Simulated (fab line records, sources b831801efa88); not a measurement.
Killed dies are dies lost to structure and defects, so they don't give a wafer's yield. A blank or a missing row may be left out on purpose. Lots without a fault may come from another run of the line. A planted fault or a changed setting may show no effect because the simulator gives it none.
Which tool did it? | flow sky130 | 12 lots, 36 wafers sampled, at 4 steps of a route of 708

WHAT THE GAUGES READ, wafer by wafer
SKY_PASSIVATION_THK_MEAS_01. Usual: PASSIVATION_CVD_00_THK 90.7 nm, standard deviation 1.
lot  | measured     | on            | PASSIVATION_CVD_00_THK (nm) | flag
L298 | day 43 21:10 | film_metro-03 | 89.6 88.9 90.9              |
L299 | day 44 05:42 | film_metro-02 | 90.5 90.9 89.8              |
L300 | day 44 13:17 | film_metro-01 | 90.0 90.0 89.5              |
L303 | day 44 22:05 | film_metro-01 | 90.3 89.2 92.4              |
L302 | day 45 01:22 | film_metro-01 | 90.9 92.7 90.9              |
L305 | day 45 14:02 | film_metro-01 | 89.9 89.6 91.4              |
L304 | day 45 17:09 | film_metro-03 | 89.8 91.1 91.5              |
L306 | day 46 01:02 | film_metro-01 | 90.2 90.6 91.7              |
L310 | day 47 01:51 | film_metro-03 | 91.5 93.2 90.2              |
L314 | day 47 19:57 | film_metro-01 | 90.3 89.2 91.4              |
L317 | day 48 17:15 | film_metro-03 | 90.4 92.0 91.9              |
L321 | day 49 07:50 | film_metro-03 | 90.3 92.3 91.4              |

WHICH TOOL RAN EACH LOT (tool, then ch and the chambers of the sampled wafers, then the start)
lot  | SKY_VIA4_SPUTTER_17          | SKY_VIA4_CMP_21               | SKY_METAL5_SPUTTER_02
L298 | pvd_sputter-02, day 42 20:38 | cmp-02 ch 1,2, day 42 21:01   | pvd_sputter-02, day 42 21:22
L299 | pvd_sputter-04, day 43 05:08 | cmp-01 ch 1,2,3, day 43 05:41 | pvd_sputter-03, day 43 05:53
L300 | pvd_sputter-04, day 43 13:15 | cmp-01 ch 0,1,3, day 43 13:39 | pvd_sputter-03, day 43 13:59
L303 | pvd_sputter-04, day 43 22:14 | cmp-01 ch 0,1,2, day 43 22:53 | pvd_sputter-03, day 43 23:08
L302 | pvd_sputter-04, day 44 01:32 | cmp-02 ch 0,1,2, day 44 02:08 | pvd_sputter-01, day 44 02:26
L305 | pvd_sputter-04, day 44 13:40 | cmp-01 ch 2,3, day 44 14:04   | pvd_sputter-03, day 44 14:25
L304 | pvd_sputter-04, day 44 18:14 | cmp-02 ch 1,2,3, day 44 18:37 | pvd_sputter-03, day 44 18:58
L306 | pvd_sputter-04, day 45 02:41 | cmp-02 ch 2,3, day 45 03:04   | pvd_sputter-01, day 45 03:25
L310 | pvd_sputter-04, day 46 03:29 | cmp-01 ch 0,1,3, day 46 04:11 | pvd_sputter-02, day 46 04:23
L314 | pvd_sputter-04, day 46 22:20 | cmp-01 ch 1,2,3, day 46 22:44 | pvd_sputter-02, day 46 23:05
L317 | pvd_sputter-02, day 47 20:58 | cmp-01 ch 1,2, day 47 21:32   | pvd_sputter-01, day 47 21:53
L321 | pvd_sputter-03, day 48 12:13 | cmp-01 ch 1,3, day 48 12:40   | pvd_sputter-02, day 48 12:58
- SKY_VIA4_SPUTTER_17: material TiN, target thk 20 nm, time 80 s.
- SKY_VIA4_CMP_21: polishes, stops on SiO2, t overpolish 25 s, target thk 0 nm.
- SKY_METAL5_SPUTTER_02: material AlCu, target thk 1150 nm, time 61.2 s.

WHAT THE TOOLS THEMSELVES READ (means of the sampled wafers that have a number; where no wafer has one, the mark that the record gives instead)
SKY_VIA4_SPUTTER_17. Usual: throttle_valve_pct 30.2 %, standard deviation 1.2.
lot  | tool           | throttle_valve_pct (%) | flag
L298 | pvd_sputter-02 | 28.5                   |
L299 | pvd_sputter-04 | 30.8                   |
L300 | pvd_sputter-04 | 31.0                   |
L303 | pvd_sputter-04 | 31.6                   |
L302 | pvd_sputter-04 | 31.6                   |
L305 | pvd_sputter-04 | 31.0                   |
L304 | pvd_sputter-04 | 31.0                   |
L306 | pvd_sputter-04 | 31.0                   |
L310 | pvd_sputter-04 | 31.1                   |
L314 | pvd_sputter-04 | 30.8                   |
L317 | pvd_sputter-02 | 28.5                   |
L321 | pvd_sputter-03 | 30.4                   |

SKY_VIA4_CMP_21. Usual: head_pressure_psi 3.500 psi, standard deviation 0.007; motor_current_A 10.7 A, standard deviation 0.69; overpolish_run_s 25.000 s, standard deviation 0.0095; time_to_endpoint_s 121 s, standard deviation 3.5.
lot  | tool   | head_pressure_psi (psi) | motor_current_A (A) | overpolish_run_s (s) | time_to_endpoint_s (s) | flag
L298 | cmp-02 | 3.494                   | 11.4                | 25.006               | 126                    |
L299 | cmp-01 | 3.501                   | 11.3                | 25.007               | 118                    |
L300 | cmp-01 | 3.502                   | 10.4                | 25.002               | 124                    |
L303 | cmp-01 | 3.505                   | 10.9                | 24.993               | 122                    |
L302 | cmp-02 | 3.495                   | 10.7                | 24.990               | 126                    |
L305 | cmp-01 | 3.498                   | 11.4                | 25.003               | 119                    |
L304 | cmp-02 | 3.500                   | 10.9                | 25.001               | 125                    |
L306 | cmp-02 | 3.500                   | 10.4                | 24.996               | 123                    |
L310 | cmp-01 | 3.503                   | 10.1                | 25.005               | 123                    |
L314 | cmp-01 | 3.501                   | 10.9                | 24.998               | 120                    |
L317 | cmp-01 | 3.515                   | 10.8                | 25.012               | 118                    |
L321 | cmp-01 | 3.508                   | 10.8                | 25.000               | 120                    |

SKY_METAL5_SPUTTER_02. Usual: throttle_valve_pct 29.5 %, standard deviation 0.89.
lot  | tool           | throttle_valve_pct (%) | flag
L298 | pvd_sputter-02 | 29.1                   |
L299 | pvd_sputter-03 | 30.5                   |
L300 | pvd_sputter-03 | 29.7                   |
L303 | pvd_sputter-03 | 30.7                   |
L302 | pvd_sputter-01 | 29.8                   |
L305 | pvd_sputter-03 | 30.0                   |
L304 | pvd_sputter-03 | 29.7                   |
L306 | pvd_sputter-01 | 29.6                   |
L310 | pvd_sputter-02 | 28.6                   |
L314 | pvd_sputter-02 | 29.3                   |
L317 | pvd_sputter-01 | 29.5                   |
L321 | pvd_sputter-02 | 29.7                   |

THE ANSWER, worked out from the rows above alone
Rule: a lot is off if the mean of its wafers that have a number lies more than 3 standard deviations from the usual mean. A lot without any number at a reading at which 4 lots or more have one is off too. The other lots that the step has rows for count as sound. The gauges are gone through in route order, then the tools' own readings, and for those a lot's mean is taken as printed above. The first step at which some lot is off is used, and at that step the reading that is off furthest; a lot without a number counts as furthest.
No lot is off at any reading shown: from this, nothing can be told.

WHAT THE SIMULATOR HAD PUT IN
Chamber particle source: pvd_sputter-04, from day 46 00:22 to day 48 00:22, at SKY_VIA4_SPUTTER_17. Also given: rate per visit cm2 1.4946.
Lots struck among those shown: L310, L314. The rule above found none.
